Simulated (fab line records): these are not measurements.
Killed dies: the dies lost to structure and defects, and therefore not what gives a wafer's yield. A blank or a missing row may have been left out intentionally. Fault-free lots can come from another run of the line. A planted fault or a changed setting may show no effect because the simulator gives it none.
Problem report, 8D (eight disciplines) form, completed by code || flow sfq-line || the parts of the form that need people (team, actions taken, sign-off) are left out

== 1. WHAT WENT WRONG ==
Mean of run-length-s at SFQ_TRILAYER_M3_ETCH_METAL_ETCH_078: 139.9 s across 2 wafers in 2 lots; on wafers with no fault it is 148.4 s (standard deviation 0.59). Measured from the usual mean, that is -14 standard deviations.
The step: etches Nb in Cl2/Ar, stops on SiO2, target depth 240 nm, time 120 s.
Seen first at day 49 07:46 on rie-metal-02, wafer L790.3. Wafers with a number at this step in the record: 18, from 6 lots. The rule behind "out" and "out of limits": a value lying over 4 standard deviations away from the usual mean. Any other wafer with a number is counted as sound.

== 2. WHAT IT IS; WHAT IT IS NOT ==
{"question": "which readings at this step", "is": "run-length-s, oes-product-au", "is not": "drypump-motor-current-A"}
{"question": "which lots", "is": "L790, L791", "is not": "L778, L783, L787, L793"}
{"question": "which wafers of those lots", "is": "L790.3, L791.2", "is not": "L790.1, L790.4, L791.1, L791.6"}
{"question": "read on which tools", "is": "rie-metal-02", "is not": "rie-metal-04"}
{"question": "when", "is": "from day 49 07:46", "is not": "up to then (11 sound wafers); but 5 sound wafers of L791, L793 came after"}

== 3. WHAT RULES OUT EACH SUSPECT ==
Counting: a tool at a process step up to the reading stays a suspect if it ran every lot that is out. Sound lots after the first of them don't rule it out here, since some wafers of a struck lot are sound.
- pvd-sputter-03 at SFQ_TRILAYER_M3_DEP_SPUTTER_073 (material Nb, target thk 200 nm, time 133.3 s): kept. Ran every lot that is out, first one L790 (day 43 18:19); last sound lot up to then L778 (day 38 08:41).
- rie-metal-02 at SFQ_TRILAYER_M3_BARC_OPEN_METAL_ETCH_100 (etches BARC in O2, target depth 125 nm, time 41.7 s): kept. Ran every lot that is out, first one L790 (day 49 07:43); last sound lot up to then L787 (day 48 14:26).
- rie-metal-02 at SFQ_TRILAYER_M3_ETCH_METAL_ETCH_078 (etches Nb in Cl2/Ar, stops on SiO2, target depth 240 nm, time 120 s): kept. Ran every lot that is out, first one L790 (day 49 07:46); last sound lot up to then L787 (day 48 14:30). Its own oes-product-au, run-length-s readings are out on those wafers.
- The sound lot-mates ran in chamber 1 of rie-metal-02 at SFQ_TRILAYER_M3_BARC_OPEN_METAL_ETCH_100, but the wafers that are out ran in chamber 0.
- The sound lot-mates ran in chamber 1 of rie-metal-02 at SFQ_TRILAYER_M3_ETCH_METAL_ETCH_078, but the wafers that are out ran in chamber 0.
pvd-sputter-03 at SFQ_TRILAYER_M3_DEP_SPUTTER_073, rie-metal-02 at SFQ_TRILAYER_M3_BARC_OPEN_METAL_ETCH_100 and rie-metal-02 at SFQ_TRILAYER_M3_ETCH_METAL_ETCH_078 are what is left after counting.

== 4. THE CAUSE (what the simulator had put in) ==
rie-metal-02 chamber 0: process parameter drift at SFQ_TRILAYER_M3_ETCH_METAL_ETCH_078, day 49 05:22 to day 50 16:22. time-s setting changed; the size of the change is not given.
3 suspects survive the count, and this tool is in that group.

== 5. SEQUENCE OF EFFECTS, ordered by route ==
Each row: a reading where the mean over the struck wafers with a number is more than 3 standard deviations away from the usual. Readings are gone through only where the record gives a usual standard deviation; hours: the median, over the lots, of the time from a lot's start at the first step in this table giving one to that lot's start at this step; sigmas: the change measured in usual standard deviations.
{"hours": 0, "step": "SFQ_TRILAYER_M3_ETCH_METAL_ETCH_078", "reading": "oes-product-au", "usual": "0.896 a.u.", "on struck wafers": 0.958, "change": "+0.062", "sigmas": "+9.5"}
{"hours": 0, "step": "SFQ_TRILAYER_M3_ETCH_METAL_ETCH_078", "reading": "run-length-s", "usual": "148.4 s", "on struck wafers": 139.9, "change": -8.5, "sigmas": -14}
It contains these process steps:
- SFQ_TRILAYER_M3_ETCH_METAL_ETCH_078: etches Nb in Cl2/Ar, stops on SiO2, target depth 240 nm, time 120 s.
Readings that are blank on the struck wafers while sound wafers have them: bias-w at SFQ_TRILAYER_M3_ETCH_METAL_ETCH_078.

== 6. WHAT WOULD HAVE CAUGHT IT SOONER ==
The fault began at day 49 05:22; the first out-of-limits reading in this record came at day 49 07:46, 2 hours later.
